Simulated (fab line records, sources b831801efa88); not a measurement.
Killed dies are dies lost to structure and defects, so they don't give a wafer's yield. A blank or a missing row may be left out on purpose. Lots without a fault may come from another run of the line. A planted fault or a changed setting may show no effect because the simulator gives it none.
fab line records | flow sky130
record lots=11 wafers=33 last_day=50
route steps=708 shown VT_ADJUST_NCORE@126 SONOS_ONO@182 LDD_LDN@293 SPACER@306 PAD_OPEN@708
lots that met no fault: from a run of the same line without faults
start_h: hours from the record's first day to the start of the lot's first wafer shown | wait_h: hours since the lot's step before | " the same as in the row above | L1.1+2: a row that stands for several wafers | - no value, or no start given | * or withheld: withheld | < > ~ a bound
route shown NAME@n: a module of which the file shows steps, and the number in the route of the first | usual: mean/standard deviation of fault-free wafers | same: alike in all rows | chamber/n: place in a boat | sites: the reading at each site | _std_site: their standard deviation | _edge_site: outer sites' mean less inner sites' | radius_mm: how far each site lies from the wafer's centre | mask NAME#n: copy n | behind: the tool/chamber that last shaped the wafer | hold: why the lot was held/for how many hours/how that ended | device: the transistor (n, p or np) that didn't switch | end of line: the same wafers' tests at the end of the route | a step without rows: its recipe alone | killed: dies lost to structure and defects at the first sort, not the wafer's yield | map: a wafer's dies, x killed, . not, _ none there
set.NAME: the setting as run; set.NAME@STEP: as run at that earlier step | model.NAME: the simulator's own value behind a step, which no gauge read
steps of the route over a sample of lots; a table a step, a row a wafer
services: from which hour (start_h, from the record's first day; less than 0 if before it) a tool's chamber was out of use, for how many hours, and why
## steps
# step SKY_VT_ADJUST_NCORE_CD_MEAS_07
# recipe target_cd_nm=380
# usual cd_nm=380/3.1
# columns lot.wafer tool chamber start_h wait_h cd_nm
L606.4 cd_sem-01 - 181.73 0.1 384
L606.5 " - " " 383
L606.6 " - " " 383
L608.1 cd_sem-01 - 192.82 0.1 377
L608.5 " - " " 378
L608.6 " - " " 379
L609.1 cd_sem-02 - 203.57 0.1 379
L609.3 " - " " 381
L609.5 " - " " 380
L610.2 cd_sem-01 - 207.92 0.1 384
L610.4 " - " " 384
L610.5 " - " " 385
L611.2 cd_sem-01 - 224.07 0.1 378
L611.4 " - " " 381
L611.5 " - " " 380
L612.1 cd_sem-02 - 224.35 0.1 379
L612.3 " - " " 376
L612.5 " - " " 380
L621.2 cd_sem-01 - 287.24 0.1 375
L621.4 " - " " 377
L621.6 " - " " 377
L623.1 cd_sem-02 - 304.52 0.1 381
L623.4 " - " " 378
L623.6 " - " " 381
L624.1 cd_sem-02 - 306.67 0.1 375
L624.5 " - " " 376
L624.6 " - " " 377
L625.2 cd_sem-01 - 314.59 0.1 381
L625.4 " - " " 382
L625.5 " - " " 383
L627.4 cd_sem-02 - 333.86 0.1 381
L627.5 " - " " 382
L627.6 " - " " 384
# step SKY_SONOS_ONO_OVL_MEAS_14
# usual SONOS_ONO_OVL=-0.2/1.3
# columns lot.wafer tool chamber start_h wait_h SONOS_ONO_OVL[nm]
L606.4 overlay-02 - 279.01 0.1 0.0
L606.5 " - " " -0.6
L606.6 " - " " -1.6
L608.1 overlay-01 - 291.42 0.1 -0.4
L608.5 " - " " -0.6
L608.6 " - " " -0.1
L609.1 overlay-02 - 303.22 0.1 1.1
L609.3 " - " " 0.1
L609.5 " - " " 0.7
L610.2 overlay-02 - 311.05 0.1 -0.3
L610.4 " - " " 0.8
L610.5 " - " " 0.2
L611.2 overlay-02 - 328.49 0.1 2.2
L611.4 " - " " 0.2
L611.5 " - " " 0.7
L612.1 overlay-01 - 328.79 0.1 -0.3
L612.3 " - " " 0.3
L612.5 " - " " -0.1
L621.2 overlay-02 - 405.09 0.1 0.9
L621.4 " - " " 1.5
L621.6 " - " " 0.0
L623.1 overlay-02 - 423.99 0.1 0.5
L623.4 " - " " 1.3
L623.6 " - " " 0.6
L624.1 overlay-02 - 424.99 0.1 0.0
L624.5 " - " " -0.4
L624.6 " - " " -0.1
L625.2 overlay-02 - 434.10 0.1 0.0
L625.4 " - " " -0.7
L625.5 " - " " -0.3
L627.4 overlay-02 - 456.43 0.1 0.9
L627.5 " - " " 0.2
L627.6 " - " " 1.0
# step SKY_LDD_LDN_EXPOSE_04
# recipe mask_id=LDNTM na=0.6 source_shape=conventional sigma_outer=0.6 polarization=unpolarized target_cd_nm=700 dose_mj=140
# usual exposure_dose_mJ_cm2=140.02/0.16 focus_offset_nm=0.1/0.57
# columns lot.wafer tool chamber start_h wait_h mask exposure_dose_mJ_cm2 focus_offset_nm
L606.4 iline_stepper-02 0 508.60 - LDNTM#0 140.07 0.2
L606.5 " 0 " " LDNTM#0 140.32 0.0
L606.6 " 0 " " LDNTM#0 140.25 0.8
L608.1 iline_stepper-02 0 522.09 - LDNTM#0 140.03 -0.4
L608.5 " 0 " " LDNTM#0 140.25 0.4
L608.6 " 0 " " LDNTM#0 140.22 0.2
L609.1 iline_stepper-01 0 537.90 - LDNTM#0 140.08 -0.8
L609.3 " 0 " " LDNTM#0 139.87 -0.6
L609.5 " 0 " " LDNTM#0 140.06 -0.1
L610.2 iline_stepper-01 0 542.89 - LDNTM#0 139.75 -0.2
L610.4 " 0 " " LDNTM#0 139.93 -0.3
L610.5 " 0 " " LDNTM#0 139.92 0.8
L611.2 iline_stepper-01 0 564.39 - HVPTM#0 140.17 0.1
L611.4 " 0 " " HVPTM#0 140.23 0.4
L611.5 " 0 " " HVPTM#0 140.09 -0.2
L612.1 iline_stepper-02 0 567.34 - LDNTM#0 139.78 0.4
L612.3 " 0 " " LDNTM#0 139.78 0.0
L612.5 " 0 " " LDNTM#0 139.90 0.5
L621.2 iline_stepper-02 0 642.59 - LDNTM#0 139.86 -0.3
L621.4 " 0 " " LDNTM#0 139.77 -0.1
L621.6 " 0 " " LDNTM#0 139.81 0.7
L623.1 iline_stepper-01 0 658.20 - LDNTM#0 139.97 -1.0
L623.4 " 0 " " LDNTM#0 139.88 -0.7
L623.6 " 0 " " LDNTM#0 139.91 0.1
L624.1 iline_stepper-02 0 662.45 - LDNTM#0 139.99 1.1
L624.5 " 0 " " LDNTM#0 140.11 1.2
L624.6 " 0 " " LDNTM#0 139.98 1.5
L625.2 iline_stepper-02 0 667.37 - LDNTM#0 140.12 -0.4
L625.4 " 0 " " LDNTM#0 140.09 1.3
L625.5 " 0 " " LDNTM#0 140.16 -0.2
L627.4 iline_stepper-02 0 687.65 - LDNTM#0 140.05 -0.2
L627.5 " 0 " " LDNTM#0 140.07 -0.3
L627.6 " 0 " " LDNTM#0 139.94 0.8
# step SKY_LDD_LDN_OVL_MEAS_07
# usual LDD_LDN_OVL=0.6/1.6
# columns lot.wafer tool chamber start_h wait_h LDD_LDN_OVL[nm]
L606.4 overlay-02 - 523.53 0.1 1.6
L606.5 " - " " -0.1
L606.6 " - " " -0.4
L608.1 overlay-01 - 537.51 0.1 1.1
L608.5 " - " " 0.8
L608.6 " - " " -0.4
L609.1 overlay-01 - 552.27 0.1 0.9
L609.3 " - " " 0.9
L609.5 " - " " -0.1
L610.2 overlay-01 - 557.73 0.1 0.2
L610.4 " - " " 0.1
L610.5 " - " " 0.5
L611.2 overlay-02 - 579.12 0.1 -
L611.4 " - " " -
L611.5 " - " " -
L612.1 overlay-01 - 581.90 0.1 2.2
L612.3 " - " " 2.3
L612.5 " - " " 2.3
L621.2 overlay-01 - 657.00 0.1 -1.6
L621.4 " - " " 0.5
L621.6 " - " " 1.5
L623.1 overlay-01 - 671.46 0.1 2.6
L623.4 " - " " 1.2
L623.6 " - " " -1.2
L624.1 overlay-01 - 676.16 0.1 -0.1
L624.5 " - " " 0.7
L624.6 " - " " 0.2
L625.2 overlay-01 - 680.90 0.1 -1.1
L625.4 " - " " -1.2
L625.5 " - " " -2.0
L627.4 overlay-02 - 701.48 0.1 -1.5
L627.5 " - " " -2.2
L627.6 " - " " 0.2
# step SKY_LDD_LDN_TW_MEAS_13
# usual LDD_LDN_TW=1478/15
# columns lot.wafer tool chamber start_h wait_h hold LDD_LDN_TW
L606.4 film_metro-04 - 524.28 0.1 - 1456
L606.5 " - " " - 1451
L606.6 " - " " - 1459
L608.1 film_metro-04 - 538.25 0.1 - 1469
L608.5 " - " " - 1456
L608.6 " - " " - 1466
L609.1 film_metro-01 - 553.01 0.1 - 1490
L609.3 " - " " - 1489
L609.5 " - " " - 1485
L610.2 film_metro-01 - 558.47 0.1 - 1492
L610.4 " - " " - 1491
L610.5 " - " " - 1490
L611.2 film_metro-01 - 579.86 0.1 await_dispo/0.2h/release 30
L611.4 " - " " await_dispo/0.2h/release 30
L611.5 " - " " await_dispo/0.2h/release 30
L611.2 film_metro-01 - 580.09 0.2 - 30
L611.4 " - " " - 31
L611.5 " - " " - 30
L612.1 film_metro-04 - 582.63 0.1 - 1464
L612.3 " - " " - 1464
L612.5 " - " " - 1468
L621.2 film_metro-04 - 657.74 0.1 - 1467
L621.4 " - " " - 1473
L621.6 " - " " - 1471
L623.1 film_metro-02 - 672.20 0.1 - 1487
L623.4 " - " " - 1484
L623.6 " - " " - 1491
L624.1 film_metro-02 - 676.90 0.1 - 1477
L624.5 " - " " - 1495
L624.6 " - " " - 1490
L625.2 film_metro-04 - 681.64 0.1 - 1468
L625.4 " - " " - 1467
L625.5 " - " " - 1462
L627.4 film_metro-04 - 702.23 0.1 - 1471
L627.5 " - " " - 1456
L627.6 " - " " - 1462
# step SKY_SPACER_ETCHBACK_02
# recipe chemistry=CH3F/O2 target=Si3N4 stop_on=SiO2 source_w=400 bias_w=80 pressure_mtorr=25 ch3f_flow_sccm=40 O2_flow_sccm=30 time_s=46.7 target_depth_a=450
# usual drypump_motor_current_A=6.1/0.46 oes_product_au=0.854/0.0076 throttle_valve_pct=10.563/0.0087
# columns lot.wafer tool chamber start_h wait_h drypump_motor_current_A oes_product_au rf_hours_counter_h throttle_valve_pct
L606.4 rie_diel-04 0 525.92 0.0 6.4 0.861 54 10.569
L606.5 " 0 " " 6.3 0.859 - 10.575
L606.6 " 3 " " 6.6 0.865 - 10.541
L608.1 rie_diel-02 2 540.62 0.1 5.9 0.851 11 10.572
L608.5 " 2 " " 5.9 0.860 - 10.569
L608.6 " 3 " " 6.2 0.847 - 10.566
L609.1 rie_diel-01 0 555.04 0.1 6.2 0.857 18 10.564
L609.3 " 1 " " 5.4 0.853 6 10.578
L609.5 " 1 " " 5.3 0.860 - 10.548
L610.2 rie_diel-01 2 560.44 0.0 6.2 0.857 1 10.575
L610.4 " 2 " " 6.2 0.850 - 10.552
L610.5 " 1 " " 5.4 0.855 - 10.562
L612.1 rie_diel-04 1 586.79 0.1 6.7 0.845 20 10.555
L612.3 " 0 " " 6.4 0.844 55 10.557
L612.5 " 2 " " 5.5 0.857 - 10.567
L621.2 rie_diel-04 1 659.11 0.0 6.7 0.863 22 10.569
L621.4 " 2 " " 5.5 0.862 34 10.572
L621.6 " 1 " " 6.7 0.858 - 10.572
L623.1 rie_diel-01 1 674.10 0.1 5.4 0.852 8 10.568
L623.4 " 0 " " 6.2 0.839 20 10.574
L623.6 " 0 " " 6.2 0.847 - 10.561
L624.1 rie_diel-04 1 679.10 0.1 6.7 0.856 23 10.556
L624.5 " 0 " " 6.4 0.858 - 10.548
L624.6 " 1 " " 6.7 0.856 - 10.561
L625.2 rie_diel-02 2 683.76 0.0 5.9 0.847 14 10.562
L625.4 " 0 " " 6.0 0.856 46 10.564
L625.5 " 1 " " 5.2 0.849 - 10.555
L627.4 rie_diel-02 1 703.60 0.0 5.2 0.873 - 10.565
L627.5 " 0 " " 6.0 0.876 - 10.572
L627.6 " 2 " " 5.9 0.869 - 10.575
# step SKY_PAD_OPEN_PROBE_99
# usual defect_limited_yield=82.8/2 killed_at_M0_to_M3=42/7.3 killed_at_M4_up=3.2/1.8 killed_at_contacts=25/5.2 killed_at_front_end=15/4.6 killed_at_other=0.3/0.62 killed_dies=85/9.9 killed_on_rim=17/3.9 killed_open=46/7.1 killed_short=38/5.7 sort_bin_3_pad_short=0.9/0.42 sort_bin_5_function=10.0/1.5 sort_bin_6_memory=6.3/1.2 sort_n_pass=407/9.9 sort_yield_pct=82.8/2
# same gross_dies=492 killed_at_back_side=0 sort_bin_4_leakage[%]=0 sort_bin_8_speed[%]=0
# columns lot.wafer tool chamber start_h wait_h defect_limited_yield[%] killed_at_M0_to_M3 killed_at_M4_up killed_at_contacts killed_at_front_end killed_at_other killed_dies killed_on_rim killed_open killed_short sort_bin_3_pad_short[%] sort_bin_5_function[%] sort_bin_6_memory[%] sort_n_pass sort_yield_pct[%]
L621.2 prober-01 - 1165.10 0.1 84.1 35 2 28 12 1 78 11 46 32 0.4 8.9 6.5 414 84.1
L621.4 prober-01 - 1165.20 0.2 86.2 29 4 27 8 0 68 14 38 30 0.8 8.1 4.9 424 86.2
L621.6 prober-01 - 1165.30 0.2 82.1 52 3 22 11 0 88 13 47 41 1.0 9.8 7.1 404 82.1
L624.1 prober-02 - 1177.07 0.1 84.1 32 0 28 18 0 78 15 45 33 1.0 10.0 4.9 414 84.1
L624.6 prober-02 - 1177.32 0.2 85.4 44 2 15 11 0 72 18 41 31 0.4 8.5 5.7 420 85.4
L625.2 prober-01 - 1180.64 0.1 82.7 38 2 29 16 0 85 14 48 37 1.2 9.3 6.7 407 82.7
L625.4 prober-01 - 1180.74 0.2 83.5 35 3 23 20 0 81 17 43 38 0.8 10.2 5.5 411 83.5
L625.5 prober-01 - 1180.79 0.2 83.9 40 4 20 14 1 79 12 42 35 0.6 9.1 6.3 413 83.9
# killed by level:class
L621.2 CONTACT:geometric_particle:open=12 CONTACT:geometric_particle:short=7 VIA1:geometric_particle:open=7 LI_CONTACT:geometric_particle:open=6 METAL2:geometric_particle:short=6 VIA3:geometric_particle:open=5 VIA1:geometric_particle:short=4 VIA2:geometric_particle:open=4
L621.4 CONTACT:geometric_particle:open=13 VIA3:geometric_particle:open=7 CONTACT:geometric_particle:short=6 VIA1:geometric_particle:open=4 METAL2:geometric_particle:short=4 FIELD_ISO:geometric_particle:short=3 LI_CONTACT:geometric_particle:open=3 LOCAL_INTERCONNECT:geometric_particle:short=3
L621.6 VIA1:geometric_particle:open=11 CONTACT:geometric_particle:open=8 METAL2:geometric_particle:short=7 VIA2:geometric_particle:open=6 METAL1:geometric_particle:short=6 VIA1:geometric_particle:short=6 LI_CONTACT:geometric_particle:open=5 VIA3:geometric_particle:open=5
L624.1 CONTACT:geometric_particle:open=11 VIA1:geometric_particle:open=9 LI_CONTACT:geometric_particle:short=6 POLY_GATE:geometric_particle:short=5 LI_CONTACT:geometric_particle:open=5 VIA3:geometric_particle:open=5 POLY_GATE:geometric_particle:open=4 METAL2:geometric_particle:short=4
L624.6 VIA2:geometric_particle:open=9 METAL2:geometric_particle:short=7 VIA3:geometric_particle:open=6 CONTACT:geometric_particle:open=5 VIA1:geometric_particle:open=5 LI_CONTACT:geometric_particle:open=4 POLY_GATE:geometric_particle:open=3 LOCAL_INTERCONNECT:geometric_particle:short=3
L625.2 LI_CONTACT:geometric_particle:open=10 VIA1:geometric_particle:open=8 CONTACT:geometric_particle:open=7 VIA1:geometric_particle:short=6 VIA2:geometric_particle:open=6 FIELD_ISO:geometric_particle:short=5 FIELD_ISO:geometric_particle:open=5 METAL2:geometric_particle:short=5
L625.4 CONTACT:geometric_particle:open=10 VIA1:geometric_particle:open=7 FIELD_ISO:geometric_particle:open=6 VIA3:geometric_particle:open=6 POLY_GATE:geometric_particle:open=5 LOCAL_INTERCONNECT:geometric_particle:short=5 CONTACT:geometric_particle:short=4 METAL2:geometric_particle:short=4
L625.5 VIA1:geometric_particle:open=9 METAL2:geometric_particle:short=8 VIA3:geometric_particle:open=6 CONTACT:geometric_particle:open=5 POLY_GATE:geometric_particle:open=4 LOCAL_INTERCONNECT:geometric_particle:open=4 LOCAL_INTERCONNECT:geometric_particle:short=4 METAL1:geometric_particle:open=4
## services
# columns tool chamber start_h hours kind
rie_diel-04 0 505.38 2.5 repair
rie_diel-01 1 521.72 27.4 repair
iline_stepper-01 - 529.84 1.7 pm
rie_diel-04 3 550.43 10.3 repair
iline_stepper-02 - 557.01 1.7 pm
iline_stepper-02 - 558.68 4.4 pm
iline_stepper-01 - 574.17 2.1 pm
rie_diel-04 3 575.73 7.7 repair
iline_stepper-01 - 576.25 - consumable_replace:lamp
rie_diel-02 2 576.58 14.8 repair
rie_diel-01 1 579.00 3.6 repair
iline_stepper-01 0 583.04 - calibration
rie_diel-04 3 583.40 - clean
rie_diel-04 3 583.40 17.4 scheduled_down
rie_diel-04 3 583.40 17.4 vent_cycle
iline_stepper-02 - 585.85 11.3 repair
rie_diel-04 1 617.52 1.2 repair
rie_diel-01 2 648.66 9.3 repair
iline_stepper-02 - 655.06 4.5 repair
iline_stepper-02 0 658.48 - calibration
rie_diel-04 3 668.47 2.7 repair
iline_stepper-01 - 669.02 4.3 pm
rie_diel-04 0 693.38 - clean
rie_diel-04 0 693.38 19.2 scheduled_down
## key
first_sign step=SKY_LDD_LDN_EXPOSE_04 reading=mask direction=changed
effect step=SKY_LDD_LDN_OVL_MEAS_07 reading=LDD_LDN_OVL direction=missing
effect step=SKY_LDD_LDN_TW_MEAS_13 reading=visit direction=added
effect step=SKY_LDD_LDN_TW_MEAS_13 reading=LDD_LDN_TW direction=down sigmas=99 usual=1478 struck=30
met_at SKY_LDD_LDN_EXPOSE_04
struck_lots L611
scrapped_behind SKY_LDD_LDN_TW_MEAS_13 L611.2,L611.4,L611.5
not_acting_at SKY_VT_ADJUST_NCORE_CD_MEAS_07,SKY_SONOS_ONO_OVL_MEAS_14,SKY_SPACER_ETCHBACK_02
onset_between 542.89 564.39
fault kind=wrong_mask tool=any chamber=- onset_h=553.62 steps=SKY_LDD_LDN_EXPOSE_04 aux_copy=HVPTM#0 scope=struck_lots_only
